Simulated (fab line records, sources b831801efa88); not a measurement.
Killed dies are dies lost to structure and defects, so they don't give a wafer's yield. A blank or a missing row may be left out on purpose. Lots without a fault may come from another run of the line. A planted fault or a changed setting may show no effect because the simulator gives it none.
fab line records | flow gf180mcu
record lots=24 wafers=72 last_day=34
route steps=602 shown M2@379 M3@414 V3@431 M4@457
lots that met no fault: from a run of the same line without faults
start_h: hours from the record's first day to the start of the lot's first wafer shown | wait_h: hours since the lot's step before | " the same as in the row above | L1.1+2: a row that stands for several wafers | - no value, or no start given | * or withheld: withheld | < > ~ a bound
route shown NAME@n: a module of which the file shows steps, and the number in the route of the first | usual: mean/standard deviation of fault-free wafers | same: alike in all rows | chamber/n: place in a boat | sites: the reading at each site | _std_site: their standard deviation | _edge_site: outer sites' mean less inner sites' | radius_mm: how far each site lies from the wafer's centre | mask NAME#n: copy n | behind: the tool/chamber that last shaped the wafer | hold: why the lot was held/for how many hours/how that ended | device: the transistor (n, p or np) that didn't switch | end of line: the same wafers' tests at the end of the route | a step without rows: its recipe alone | killed: dies lost to structure and defects at the first sort, not the wafer's yield | map: a wafer's dies, x killed, . not, _ none there
set.NAME: the setting as run; set.NAME@STEP: as run at that earlier step | model.NAME: the simulator's own value behind a step, which no gauge read
steps of the route over a sample of lots; a table a step, a row a wafer
services: from which hour (start_h, from the record's first day; less than 0 if before it) a tool's chamber was out of use, for how many hours, and why
## steps
# step GF_M2_STRIP_17
# recipe chemistry=O2/N2 power_w=1400 pressure_mtorr=1500 platen_temp_c=250 o2_flow_sccm=3000 n2_flow_sccm=300 overash_fraction=0.5
# usual drypump_motor_current_A=5.8/0.5 heater_power_w=327/21 oes_product_au=0.538/0.0048 strip_time_to_endpoint_s=7.39/0.044
# columns lot.wafer tool chamber start_h wait_h drypump_motor_current_A heater_power_w oes_product_au rf_hours_counter_h strip_time_to_endpoint_s
L074.2 plasma_asher-02 1 439.81 0.2 6.2 357 0.533 1 7.38
L074.3 " 1 " " 6.2 354 0.533 - 7.41
L074.6 " 0 " " 5.6 320 0.535 - 7.36
L075.1 plasma_asher-04 0 451.97 0.2 6.7 323 0.534 35 7.36
L075.3 " 0 " " 6.7 317 0.535 - 7.38
L075.6 " 1 " " 4.7 365 0.534 - 7.38
L076.4 plasma_asher-01 1 457.15 0.1 5.8 311 0.540 - 7.44
L076.5 " 0 " " 5.6 290 0.549 - 7.46
L076.6 " 1 " " 5.8 320 0.540 - 7.42
L077.4 plasma_asher-02 0 467.72 0.1 5.6 318 0.545 - 7.48
L077.5 " 1 " " 6.2 344 0.535 - 7.35
L077.6 " 0 " " 5.6 318 0.549 - 7.47
L078.1 plasma_asher-04 0 478.39 0.1 6.7 319 0.550 38 7.45
L078.2 " 1 " " 4.7 356 0.539 38 7.41
L078.4 " 0 " " 6.7 339 0.538 - 7.49
L079.1 plasma_asher-04 1 484.23 0.1 4.7 357 0.538 38 7.31
L079.4 " 1 " " 4.7 368 0.539 - 7.36
L079.6 " 0 " " 6.7 328 0.529 - 7.31
L080.1 plasma_asher-02 0 498.44 0.1 5.6 319 0.537 7 7.32
L080.2 " 1 " " 6.2 349 0.544 7 7.33
L080.3 " 1 " " 6.2 351 0.540 - 7.37
L081.3 plasma_asher-01 0 508.77 0.1 5.6 297 0.540 - 7.34
L081.4 " 1 " " 5.8 310 0.530 - 7.36
L081.6 " 1 " " 5.8 312 0.531 - 7.32
L082.2 plasma_asher-01 1 514.49 0.1 5.8 313 0.534 73 7.37
L082.3 " 0 " " 5.5 301 0.543 - 7.33
L082.4 " 1 " " 5.8 315 0.534 - 7.37
L083.1 plasma_asher-02 1 518.63 0.1 6.2 349 0.543 9 7.44
L083.3 " 1 " " 6.2 348 0.532 - 7.37
L083.4 " 0 " " 5.6 330 0.543 - 7.41
L084.1 plasma_asher-04 1 533.23 0.1 4.7 364 0.545 44 7.42
L084.4 " 1 " " 4.7 370 0.544 - 7.48
L084.5 " 1 " " 4.7 357 0.537 - 7.45
L085.2 plasma_asher-02 1 538.83 0.1 6.2 345 0.542 11 7.40
L085.3 " 1 " " 6.2 353 0.540 - 7.38
L085.4 " 0 " " 5.6 320 0.532 - 7.37
L086.1 plasma_asher-02 1 554.26 0.2 6.2 350 0.536 13 7.44
L086.2 " 0 " " 5.6 315 0.535 13 7.39
L086.3 " 1 " " 6.2 351 0.532 - 7.39
L087.1 plasma_asher-02 1 555.03 0.1 6.2 344 0.534 13 7.34
L087.2 " 0 " " 5.6 327 0.533 13 7.41
L087.6 " 1 " " 6.2 357 0.534 - 7.35
L088.1 plasma_asher-02 1 561.06 0.1 6.2 352 0.537 14 7.37
L088.3 " 0 " " 5.6 323 0.541 - 7.38
L088.6 " 0 " " 5.6 318 0.537 - 7.44
L089.1 plasma_asher-02 1 573.48 0.1 6.2 347 0.550 15 7.42
L089.2 " 0 " " 5.6 323 0.536 15 7.31
L089.6 " 0 " " 5.6 320 0.540 - 7.43
L090.4 plasma_asher-02 0 582.02 0.1 5.6 319 0.540 - 7.39
L090.5 " 0 " " 5.6 325 0.534 - 7.44
L090.6 " 1 " " 6.2 346 0.538 - 7.40
L091.3 plasma_asher-01 0 583.62 0.1 5.6 296 0.538 - 7.41
L091.5 " 1 " " 5.8 313 0.535 - 7.42
L091.6 " 0 " " 5.6 290 0.534 - 7.36
L092.1 plasma_asher-01 1 590.38 0.1 5.8 312 0.534 81 7.42
L092.4 " 1 " " 5.8 317 0.537 - 7.42
L092.6 " 1 " " 5.8 312 0.538 - 7.38
L093.1 plasma_asher-04 0 605.09 0.1 6.7 330 0.535 52 7.36
L093.5 " 0 " " 6.7 332 0.533 - 7.43
L093.6 " 1 " " 4.7 363 0.532 - 7.37
L094.1 plasma_asher-01 1 609.81 0.2 5.8 317 0.541 82 7.40
L094.3 " 1 " " 5.8 319 0.550 - 7.38
L094.4 " 0 " " 5.6 289 0.533 - 7.36
L095.2 plasma_asher-01 0 614.56 0.2 5.6 292 0.537 83 7.45
L095.3 " 0 " " 5.6 296 0.536 - 7.47
L095.6 " 0 " " 5.6 292 0.543 - 7.39
L096.1 plasma_asher-02 1 616.33 0.1 6.2 346 0.536 19 7.36
L096.2 " 0 " " 5.6 316 0.539 19 7.30
L096.3 " 0 " " 5.6 320 0.533 - 7.32
L097.2 plasma_asher-01 0 627.68 0.1 5.6 304 0.541 85 7.39
L097.3 " 1 " " 5.8 311 0.532 - 7.39
L097.4 " 0 " " 5.6 298 0.541 - 7.35
# step GF_M3_RS_MEAS_05
# recipe thk_meas_gauge=four-point-probe reads=TiN_of_M3_SPUTTER_04+Ti_of_M3_SPUTTER_03+AlCu_of_M3_SPUTTER_02+TiN_of_M3_SPUTTER_01+Ti_of_M3_SPUTTER_00
# usual M3_ALCU_RS=0.0694/0.00093
# columns lot.wafer tool chamber start_h wait_h M3_ALCU_RS[ohm/sq]
L074.2 film_metro-02 - 466.75 0.0 0.0697
L074.3 " - " " 0.0687
L074.6 " - " " 0.0689
L075.1 film_metro-02 - 478.84 0.0 0.0706
L075.3 " - " " 0.0699
L075.6 " - " " 0.0710
L076.4 film_metro-02 - 484.12 0.1 0.0682
L076.5 " - " " 0.0694
L076.6 " - " " 0.0685
L077.4 film_metro-03 - 494.55 0.1 0.0699
L077.5 " - " " 0.0700
L077.6 " - " " 0.0692
L078.1 film_metro-03 - 505.87 0.0 0.0696
L078.2 " - " " 0.0699
L078.4 " - " " 0.0701
L079.1 film_metro-02 - 510.69 0.0 0.0692
L079.4 " - " " 0.0697
L079.6 " - " " 0.0696
L080.1 film_metro-02 - 524.80 0.0 0.0695
L080.2 " - " " 0.0699
L080.3 " - " " 0.0697
L081.3 film_metro-02 - 534.64 0.1 0.0694
L081.4 " - " " 0.0684
L081.6 " - " " 0.0695
L082.2 film_metro-02 - 540.48 0.0 0.0696
L082.3 " - " " 0.0699
L082.4 " - " " 0.0709
L083.1 film_metro-03 - 544.40 0.0 0.0677
L083.3 " - " " 0.0684
L083.4 " - " " 0.0681
L084.1 film_metro-02 - 558.16 0.0 0.0683
L084.4 " - " " 0.0680
L084.5 " - " " 0.0686
L085.2 film_metro-03 - 563.69 0.0 0.0693
L085.3 " - " " 0.0698
L085.4 " - " " 0.0691
L086.1 film_metro-02 - 579.00 0.0 0.0699
L086.2 " - " " 0.0706
L086.3 " - " " 0.0704
L087.1 film_metro-02 - 579.87 0.0 0.0699
L087.2 " - " " 0.0701
L087.6 " - " " 0.0698
L088.1 film_metro-02 - 585.67 0.0 0.0695
L088.3 " - " " 0.0696
L088.6 " - " " 0.0693
L089.1 film_metro-02 - 598.08 0.0 0.0707
L089.2 " - " " 0.0714
L089.6 " - " " 0.0710
L090.4 film_metro-03 - 606.28 0.1 0.0694
L090.5 " - " " 0.0695
L090.6 " - " " 0.0694
L091.3 film_metro-04 - 607.53 0.1 0.0680
L091.5 " - " " 0.0669
L091.6 " - " " 0.0672
L092.1 film_metro-04 - 613.92 0.0 0.0700
L092.4 " - " " 0.0693
L092.6 " - " " 0.0692
L093.1 film_metro-04 - 628.37 0.0 0.0693
L093.5 " - " " 0.0694
L093.6 " - " " 0.0687
L094.1 film_metro-04 - 633.84 0.0 0.0680
L094.3 " - " " 0.0683
L094.4 " - " " 0.0681
L095.2 film_metro-02 - 637.49 0.0 0.0686
L095.3 " - " " 0.0677
L095.6 " - " " 0.0674
L096.1 film_metro-03 - 639.17 0.0 0.0700
L096.2 " - " " 0.0703
L096.3 " - " " 0.0704
L097.2 film_metro-03 - 650.51 0.0 0.0702
L097.3 " - " " 0.0704
L097.4 " - " " 0.0705
# step GF_V3_CVD_02
# recipe material=SiO2 target_thk_nm=850 precursor=TEOS temp_c=400 time_s=94.851 rf_w=600
# usual heater_power_w=612/67
# columns lot.wafer tool chamber start_h wait_h heater_power_w
L074.2 pecvd-03 2 491.51 0.0 563
L074.3 " 1 " " 607
L074.6 " 1 " " 655
L075.1 pecvd-04 0 504.07 0.1 715
L075.3 " 1 " " 628
L075.6 " 1 " " 679
L076.4 pecvd-04 2 508.43 0.1 602
L076.5 " 1 " " 652
L076.6 " 0 " " 686
L077.4 pecvd-03 1 518.94 0.1 664
L077.5 " 0 " " 611
L077.6 " 1 " " 687
L078.1 pecvd-02 0 529.52 0.1 661
L078.2 " 1 " " 626
L078.4 " 0 " " 746
L079.1 pecvd-04 1 534.86 0.1 628
L079.4 " 1 " " 664
L079.6 " 2 " " 534
L080.1 pecvd-03 0 548.47 0.1 573
L080.2 " 1 " " 705
L080.3 " 2 " " 528
L081.3 pecvd-02 2 557.76 0.0 572
L081.4 " 0 " " 698
L081.6 " 2 " " 610
L082.2 pecvd-04 1 563.81 0.0 636
L082.3 " 0 " " 623
L082.4 " 1 " " 528
L083.1 pecvd-03 1 567.55 0.1 703
L083.3 " 0 " " 585
L083.4 " 0 " " 615
L084.1 pecvd-04 1 580.67 0.1 648
L084.4 " 1 " " 669
L084.5 " 2 " " 574
L085.2 pecvd-03 0 586.06 0.0 552
L085.3 " 2 " " 500
L085.4 " 0 " " 613
L086.1 pecvd-02 1 600.44 0.1 679
L086.2 " 2 " " 614
L086.3 " 0 " " 678
L087.1 pecvd-04 0 601.87 0.1 707
L087.2 " 2 " " 560
L087.6 " 0 " " 703
L088.1 pecvd-04 0 607.24 0.1 713
L088.3 " 2 " " 577
L088.6 " 2 " " 602
L089.1 pecvd-04 2 619.78 0.1 495
L089.2 " 1 " " 585
L089.6 " 0 " " 744
L090.4 pecvd-04 0 627.38 0.1 723
L090.5 " 2 " " 605
L090.6 " 1 " " 520
L091.3 pecvd-04 0 629.03 0.0 680
L091.5 " 2 " " 531
L091.6 " 0 " " 730
L092.1 pecvd-02 0 635.22 0.1 766
L092.4 " 2 " " 585
L092.6 " 0 " " 608
L093.1 pecvd-04 1 649.60 0.1 558
L093.5 " 1 " " 612
L093.6 " 0 " " 653
L094.1 pecvd-04 2 653.96 0.1 525
L094.3 " 1 " " 553
L094.4 " 0 " " 589
L095.2 pecvd-04 0 658.15 0.0 707
L095.3 " 1 " " 672
L095.6 " 2 " " 472
L096.1 pecvd-04 0 659.87 0.1 678
L096.2 " 1 " " 685
L096.3 " 2 " " 509
L097.2 pecvd-04 0 670.93 0.0 688
L097.3 " 2 " " 562
L097.4 " 2 " " 595
# step GF_V3_OVL_MEAS_15
# usual V3_OVL=-1/5.3
# columns lot.wafer tool chamber start_h wait_h V3_OVL[nm]
L074.2 overlay-02 - 515.02 0.1 2
L074.3 " - " " -4
L074.6 " - " " 0
L075.1 overlay-01 - 527.11 0.1 1
L075.3 " - " " 3
L075.6 " - " " 6
L076.4 overlay-01 - 532.61 0.1 -3
L076.5 " - " " -4
L076.6 " - " " -2
L077.4 overlay-02 - 542.30 0.1 -2
L077.5 " - " " -1
L077.6 " - " " 2
L078.1 overlay-02 - 552.66 0.1 -8
L078.2 " - " " -9
L078.4 " - " " -11
L079.1 overlay-02 - 557.69 0.1 -7
L079.4 " - " " -6
L079.6 " - " " -8
L080.1 overlay-02 - 571.12 0.1 -8
L080.2 " - " " -3
L080.3 " - " " -2
L081.3 overlay-01 - 579.52 0.1 7
L081.4 " - " " -4
L081.6 " - " " 2
L082.2 overlay-02 - 585.68 0.1 7
L082.3 " - " " 3
L082.4 " - " " 8
L083.1 overlay-01 - 589.56 0.1 -4
L083.3 " - " " 4
L083.4 " - " " -4
L084.1 overlay-01 - 601.26 0.1 2
L084.4 " - " " -2
L084.5 " - " " 0
L085.2 overlay-01 - 607.32 0.1 3
L085.3 " - " " 4
L085.4 " - " " 7
L086.1 overlay-01 - 621.89 0.1 -2
L086.2 " - " " -1
L086.3 " - " " -6
L087.1 overlay-01 - 623.02 0.1 6
L087.2 " - " " -2
L087.6 " - " " 2
L088.1 overlay-02 - 628.81 0.1 1
L088.3 " - " " 1
L088.6 " - " " -2
L089.1 overlay-02 - 640.44 0.1 -2
L089.2 " - " " -4
L089.6 " - " " -1
L090.4 overlay-01 - 647.84 0.1 -3
L090.5 " - " " -5
L090.6 " - " " 0
L091.3 overlay-02 - 649.83 0.1 -1
L091.5 " - " " -12
L091.6 " - " " -3
L092.1 overlay-01 - 655.37 0.1 -13
L092.4 " - " " -12
L092.6 " - " " -10
L093.1 overlay-01 - 669.44 0.1 -3
L093.5 " - " " -4
L093.6 " - " " 0
L094.1 overlay-02 - 674.02 0.1 1
L094.3 " - " " 4
L094.4 " - " " 3
L095.2 overlay-02 - 678.22 0.1 -2
L095.3 " - " " 0
L095.6 " - " " 1
L096.1 overlay-01 - 680.07 0.1 2
L096.2 " - " " 3
L096.3 " - " " 2
L097.2 overlay-02 - 690.42 0.1 8
L097.3 " - " " 11
L097.4 " - " " 9
# step GF_V3_CMP_26
# recipe stop_on=SiO2 down_force_psi=3.5 platen_rpm=60 t_overpolish_s=15 target_thk_nm=0 pad_velocity_m_s=0.94248
# usual motor_current_A=10.8/1.1 overpolish_run_s=14.999/0.0087 retaining_ring_pressure_frac=1.000/0.0049 time_to_endpoint_s=87/4
# columns lot.wafer tool chamber start_h wait_h motor_current_A overpolish_run_s retaining_ring_pressure_frac time_to_endpoint_s
L074.2 cmp-01 2 516.20 0.1 9.1 15.012 1.002 93
L074.3 " 3 " " 12.4 15.028 1.005 84
L074.6 " 1 " " 11.4 14.995 0.999 86
L075.1 cmp-02 2 528.23 0.1 11.0 15.007 1.004 85
L075.3 " 0 " " 10.4 15.005 0.995 87
L075.6 " 3 " " 11.0 15.000 0.998 88
L076.4 cmp-01 3 533.78 0.1 12.8 14.991 0.998 82
L076.6 " 1 " " 11.1 15.020 1.007 83
L076.5 " 2 " " 9.3 14.997 1.002 88
L077.4 cmp-02 3 543.47 0.1 10.7 15.002 0.998 83
L077.5 " 1 " " 10.8 14.986 0.999 89
L077.6 " 2 " " 10.3 14.990 0.996 84
L078.2 cmp-01 0 553.75 0.0 10.4 15.001 0.999 92
L078.4 " 2 " " 9.5 14.991 1.007 88
L078.1 " 3 " " 12.6 15.007 0.992 83
L079.1 cmp-02 0 558.88 0.1 10.1 15.002 1.000 87
L079.4 " 1 " " 10.1 15.000 0.984 86
L079.6 " 3 " " 11.0 15.005 1.006 90
L080.2 cmp-01 1 572.25 0.0 11.1 15.000 1.006 88
L080.3 " 3 " " 13.1 15.000 1.001 79
L080.1 " 0 " " 10.1 15.002 0.990 95
L081.4 cmp-01 2 580.60 0.0 10.1 15.000 0.999 88
L081.3 " 0 " " 10.1 14.999 0.992 91
L081.6 " 3 " " 12.5 14.991 1.010 83
L082.4 cmp-01 3 586.76 0.0 14.1 14.996 0.996 80
L082.2 " 0 " " 10.2 15.005 1.003 90
L082.3 " 1 " " 10.7 15.008 1.002 81
L083.1 cmp-01 1 590.77 0.1 11.2 15.009 0.997 82
L083.4 " 3 " " 12.6 14.989 1.002 83
L083.3 " 0 " " 10.4 15.006 1.004 90
L084.4 cmp-01 2 602.70 0.3 9.6 15.004 1.008 88
L084.1 " 3 " " 12.4 15.005 1.001 84
L084.5 " 1 " " 11.5 15.013 0.991 84
L085.3 cmp-01 0 608.66 0.3 10.0 15.001 1.003 94
L085.2 " 1 " " 11.3 14.996 0.996 86
L085.4 " 3 " " 12.9 15.000 0.993 82
L086.1 cmp-02 3 622.99 0.1 11.2 15.011 1.004 84
L086.2 " 0 " " 10.0 15.010 1.005 79
L086.3 " 1 " " 9.8 14.987 1.001 87
L087.1 cmp-02 1 624.17 0.1 10.4 15.005 1.006 85
L087.2 " 2 " " 10.7 15.006 1.000 82
L087.6 " 1 " " 10.4 15.008 0.999 82
L088.1 cmp-02 0 629.91 0.1 10.2 14.991 1.001 82
L088.3 " 1 " " 10.6 14.998 0.992 86
L088.6 " 0 " " 10.3 15.002 1.004 80
L089.1 cmp-02 0 641.66 0.1 10.0 15.001 1.010 81
L089.2 " 2 " " 11.2 14.998 1.002 83
L089.6 " 1 " " 9.8 14.992 0.999 88
L090.4 cmp-01 1 648.96 0.1 12.1 15.003 0.998 87
L090.6 " 0 " " 10.1 14.997 0.995 89
L090.5 " 1 " " 10.8 14.997 0.994 85
L091.3 cmp-01 2 650.99 0.1 9.9 14.993 1.007 89
L091.6 " 1 " " 10.9 14.995 1.000 84
L091.5 " 2 " " 9.2 15.012 1.001 88
L092.1 cmp-01 3 656.51 0.1 12.8 15.001 1.005 85
L092.4 " 0 " " 10.9 15.006 1.001 91
L092.6 " 3 " " 13.1 14.993 0.995 84
L093.1 cmp-01 1 670.53 0.1 10.6 15.004 0.991 83
L093.6 " 1 " " 11.1 15.009 0.995 88
L093.5 " 2 " " 9.9 15.000 0.996 89
L094.4 cmp-01 2 675.11 0.0 9.5 14.999 1.003 93
L094.3 " 3 " " 13.3 15.000 1.001 88
L094.1 " 0 " " 10.3 15.009 1.000 95
L095.2 cmp-01 3 679.44 0.1 12.3 14.999 1.003 85
L095.3 " 0 " " 10.1 14.998 1.001 90
L095.6 " 1 " " 11.6 14.991 0.985 85
L096.2 cmp-02 3 681.17 0.0 11.0 15.000 0.997 87
L096.1 " 1 " " 10.5 15.005 1.001 89
L096.3 " 2 " " 11.2 14.992 0.998 85
L097.3 cmp-01 0 691.50 0.0 9.7 14.982 1.000 93
L097.2 " 2 " " 9.1 14.997 0.994 96
L097.4 " 3 " " 13.6 15.007 0.998 86
# step GF_M4_SPUTTER_01
# recipe material=TiN target_thk_nm=30 power_w=6500 time_s=25 chamber_pressure_pa=0.4
# usual throttle_valve_pct=30.2/1.3
# columns lot.wafer tool chamber start_h wait_h throttle_valve_pct
L074.2 pvd_sputter-04 - 516.50 0.1 29.8
L074.3 " - " " 30.4
L074.6 " - " " 31.5
L075.1 pvd_sputter-02 - 528.63 0.1 28.3
L075.3 " - " " 32.3
L075.6 " - " " 31.6
L076.4 pvd_sputter-02 - 534.08 0.1 27.8
L076.5 " - " " 31.6
L076.6 " - " " 28.3
L077.4 pvd_sputter-02 - 543.77 0.1 31.5
L077.5 " - " " 29.4
L077.6 " - " " 31.9
L078.1 pvd_sputter-01 - 554.15 0.1 30.2
L078.2 " - " " 31.0
L078.4 " - " " 28.5
L079.1 pvd_sputter-01 - 559.18 0.1 29.1
L079.4 " - " " 30.1
L079.6 " - " " 29.2
L080.1 pvd_sputter-01 - 572.65 0.1 31.4
L080.2 " - " " 30.0
L080.3 " - " " 28.5
L081.3 pvd_sputter-04 - 581.00 0.1 31.5
L081.4 " - " " 30.2
L081.6 " - " " 30.7
L082.2 pvd_sputter-04 - 587.16 0.1 30.1
L082.3 " - " " 30.7
L082.4 " - " " 29.8
L083.1 pvd_sputter-04 - 591.17 0.1 30.4
L083.3 " - " " 29.9
L083.4 " - " " 30.1
L084.1 pvd_sputter-01 - 603.00 0.1 30.3
L084.4 " - " " 28.7
L084.5 " - " " 31.4
L085.2 pvd_sputter-01 - 609.06 0.1 30.0
L085.3 " - " " 31.3
L085.4 " - " " 28.3
L086.1 pvd_sputter-02 - 623.39 0.1 28.1
L086.2 " - " " 31.8
L086.3 " - " " 31.7
L087.1 pvd_sputter-04 - 624.52 0.1 30.8
L087.2 " - " " 31.5
L087.6 " - " " 29.9
L088.1 pvd_sputter-02 - 630.31 0.1 27.9
L088.3 " - " " 31.9
L088.6 " - " " 31.8
L089.1 pvd_sputter-02 - 642.06 0.1 28.1
L089.2 " - " " 31.4
L089.6 " - " " 31.7
L090.4 pvd_sputter-04 - 649.31 0.1 30.0
L090.5 " - " " 30.5
L090.6 " - " " 29.9
L091.3 pvd_sputter-04 - 651.34 0.1 30.8
L091.5 " - " " 30.4
L091.6 " - " " 31.5
L092.1 pvd_sputter-02 - 656.86 0.1 32.0
L092.4 " - " " 29.3
L092.6 " - " " 28.1
L093.1 pvd_sputter-01 - 670.93 0.1 29.0
L093.5 " - " " 30.1
L093.6 " - " " 28.3
L094.1 pvd_sputter-04 - 675.51 0.1 31.4
L094.3 " - " " 30.0
L094.4 " - " " 30.1
L095.2 pvd_sputter-01 - 679.74 0.1 30.0
L095.3 " - " " 28.6
L095.6 " - " " 28.7
L096.1 pvd_sputter-02 - 681.57 0.1 32.0
L096.2 " - " " 28.1
L096.3 " - " " 29.1
L097.2 pvd_sputter-02 - 691.90 0.1 28.1
L097.3 " - " " 29.2
L097.4 " - " " 31.9
## services
# columns tool chamber start_h hours kind
plasma_asher-02 - 421.25 9.0 pm
plasma_asher-01 - 423.69 10.0 pm
cmp-02 - 441.96 1.8 pm
pecvd-03 - 446.35 5.5 pm
cmp-02 - 448.48 0.2 repair
cmp-02 - 453.60 0.2 repair
pecvd-03 1 459.09 5.7 repair
cmp-02 - 479.98 0.5 repair
pecvd-03 2 517.27 3.9 repair
cmp-01 - 518.34 1.6 repair
pvd_sputter-01 - 540.42 8.2 repair
cmp-01 - 544.44 3.5 repair
pvd_sputter-02 - 547.18 3.6 repair
pecvd-03 0 560.89 4.0 repair
cmp-02 - 572.09 4.0 pm
cmp-02 - 601.19 13.8 pm
plasma_asher-02 - 616.53 14.6 pm
cmp-01 - 621.61 4.6 pm
pvd_sputter-01 - 626.53 2.6 repair
cmp-01 - 629.84 2.0 repair
pvd_sputter-01 - 647.07 8.6 repair
pvd_sputter-04 - 668.39 1.3 repair
cmp-01 - 689.34 0.2 repair
cmp-02 - 689.99 2.1 repair
## key
fault none
